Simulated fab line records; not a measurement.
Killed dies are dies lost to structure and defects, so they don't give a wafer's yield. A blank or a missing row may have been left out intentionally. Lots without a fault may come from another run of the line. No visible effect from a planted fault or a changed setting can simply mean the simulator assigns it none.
Problem report in the 8D (eight disciplines) form, filled by code    flow sky130    the parts of the form that need people (team, actions taken, sign-off) are left out

## 1. WHAT IS WRONG
VT_ADJUST_HVTP_TW at SKY_VT_ADJUST_HVTP_TW_MEAS_11 reads a mean of 30 on 3 wafers of 1 lot; wafers without a fault read 1357 with a standard deviation of 13. So: -99 or more standard deviations from the usual mean.
Earliest sighting: wafer L891.1 on film_metro-04 at day 10 03:49. The record holds 39 wafers of 13 lots with a number at this step. Rule for "out" (also "out of limits"): further than 4 standard deviations from the usual mean. Any other wafer with a number is counted as sound.

## 2. WHAT THIS IS AND IS NOT
question                     is                      is not
which readings at this step  VT_ADJUST_HVTP_TW       -
which lots                   L891                    L876, L877, L880, L881, L882, L883, L884, L885, L886, L897, L898, L899
which wafers of those lots   all that have a number  -
read on which gauges         film_metro-04           film_metro-01, film_metro-03
when                         from day 10 03:49       up to then (27 sound wafers); but 9 sound wafers of L897, L898, L899 came after

## 3. SUSPECTS, AND WHAT RULES EACH OUT
Counting: any tool at a process step up to the reading is kept as a suspect provided that every lot that is out went through it and no sound lot did after the first of them.
- the gauge at SKY_VT_ADJUST_HVTP_TW_MEAS_11 is ruled out. All the wafers that are out were read on film_metro-04, but those of them that SKY_NWELL_STRIP_25 has rows for are out there too, on other tools.
- plasma_asher-03 at SKY_NWELL_STRIP_25 (strips in O2/N2): kept. It ran the lot that is out, L891 (day 9 04:08), and no sound lot after that; its last sound lot up to then is L880 (day 6 08:44). On those wafers its own readings are out: oes_product_au.
- plasma_asher-01 at SKY_VT_ADJUST_HVTP_STRIP_10 (strips in O2/N2): ruled out as a lasting fault. Sound lots L898 ran on it after its first lot that is out, L891 (day 10 03:43).
The count leaves plasma_asher-03 at SKY_NWELL_STRIP_25.

## 4. THE CAUSE (what the simulator had put in)
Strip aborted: plasma_asher-03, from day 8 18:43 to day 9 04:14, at SKY_NWELL_STRIP_25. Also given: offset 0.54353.
Only this tool survived the counting.

## 5. THE CHAIN OF EFFECTS, in route order
Rows list readings where the struck wafers' mean (over those with a number) sits beyond 3 standard deviations from the usual. Only readings whose record carries a usual standard deviation are examined. hours: median over the lots of the time between each lot's start at the first step of this table that gives one and its start at this step. sigmas: the change, counted in usual standard deviations.
hours  step                           reading                   usual       on struck wafers  change  sigmas
0      SKY_NWELL_STRIP_25             oes_product_au            0.723 a.u.  0.959             +0.236  +57
24     SKY_VT_ADJUST_HVTP_STRIP_10    strip_time_to_endpoint_s  14.19 s     25.99             +11.80  +99 or more
24     SKY_VT_ADJUST_HVTP_TW_MEAS_11  VT_ADJUST_HVTP_TW         1357        30                -1327   -99 or more
It contains these process steps:
- SKY_NWELL_STRIP_25: strips in O2/N2.
- SKY_VT_ADJUST_HVTP_STRIP_10: strips in O2/N2.
Readings that are blank on the struck wafers while sound wafers have them: strip_time_to_endpoint_s at SKY_NWELL_STRIP_25.
Later measuring or inspecting steps at which every struck wafer that the step has a row for has a number for every such reading, and none has moved that far: SKY_SPACER_THK_MEAS_01, SKY_SD_P_TW_MEAS_11.

## 6. WHAT WOULD HAVE CAUGHT IT SOONER
In this record the first reading out of limits at a measuring or inspecting step was taken at day 10 03:49, 33 hours after the fault began at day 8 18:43.
Tool's own readings at SKY_NWELL_STRIP_25, oes_product_au: out on all struck wafers the step has rows for; an alarm limit on them would have tripped on the first.
By day 10 03:49 the whole set of lots that are out, 1 in number, had already begun SKY_NWELL_STRIP_25 on plasma_asher-03. Had the tool been put on hold then, not one of them would have been saved.
